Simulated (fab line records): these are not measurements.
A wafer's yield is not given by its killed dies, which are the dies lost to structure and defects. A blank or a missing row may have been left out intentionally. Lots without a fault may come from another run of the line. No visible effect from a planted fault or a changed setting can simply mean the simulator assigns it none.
Problem report, 8D (eight disciplines) form, completed by code :: flow sky130 :: the parts of the form that need people (team, actions taken, sign-off) are left out

== 1. PROBLEM STATEMENT ==
At SKY_METAL2_ETCH_18, oesProductAu averages 0.953 a.u. over 6 wafers from 2 lots, while fault-free wafers read 0.854 a.u., standard deviation 0.0049. That is +20 standard deviations from the usual mean.
The step: etches BARC in N2/H2, stops on SiO2, time 45.9 s, target depth 60 nm.
Seen first at day 38 02:38 on rieMetal-01, wafer L244.1. At this step, 36 wafers from 12 lots have a number in the record. By rule, "out" or "out of limits" means more than 4 standard deviations away from the usual mean. All remaining wafers that have a number are taken as sound.

== 2. WHAT IT IS AND WHAT IT IS NOT ==
question: which readings at this step
is: oesProductAu, runLengthS
is not: drypumpMotorCurrentA

question: which lots
is: L244, L247
is not: L236, L237, L238, L240, L252, L253, L254, L257, L258, L259

question: which wafers of those lots
is: all that have a number
is not: -

question: read on which tools
is: rieMetal-01
is not: rieMetal-03, rieMetal-04

question: when
is: from day 38 02:38
is not: up to then (12 sound wafers); but 18 sound wafers of L252, L253, L254, L257, L258, L259 came after

== 3. THE SUSPECTS, EACH WITH WHAT RULES IT OUT ==
Counting: a tool at a process step up to the reading stays a suspect if it ran every lot that is out and no sound lot after the first of them.
- rieMetal-01 at SKY_METAL2_ETCH_18 (etches BARC in N2/H2, stops on SiO2, time 45.9 s, target depth 60 nm): ruled out as a lasting fault. After its first lot that is out, L244 (day 38 02:38), sound lots L259 ran on it.
Left after counting: nothing in the record.

== 4. THE CAUSE (what the simulator had put in) ==
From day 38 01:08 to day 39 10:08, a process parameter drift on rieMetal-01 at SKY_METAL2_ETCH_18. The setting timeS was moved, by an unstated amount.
Counting ruled it out, wrongly.

== 5. THE CHAIN OF EFFECTS, in route order ==
Each row: a reading whose mean over the struck wafers that have a number lies more than 3 standard deviations from the usual. Only readings whose record carries a usual standard deviation are examined. hours: median over the lots of the time between each lot's start at the first step of this table that gives one and its start at this step. sigmas: the change, counted in usual standard deviations.
hours: 0
step: SKY_METAL2_ETCH_18
reading: oesProductAu
usual: 0.854 a.u.
on struck wafers: 0.953
change: +0.099
sigmas: +20

hours: 0
step: SKY_METAL2_ETCH_18
reading: runLengthS
usual: 74.2 s
on struck wafers: 69.5
change: -4.7
sigmas: -6.0
The process steps in it:
- SKY_METAL2_ETCH_18: etches BARC in N2/H2, stops on SiO2, time 45.9 s, target depth 60 nm.
Readings that are blank on the struck wafers while sound wafers have them: biasW at SKY_METAL2_ETCH_18.

== 6. HOW IT WOULD HAVE BEEN CAUGHT EARLIER ==
The fault began at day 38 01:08; the first out-of-limits reading in this record came at day 38 02:38, 2 hours later.
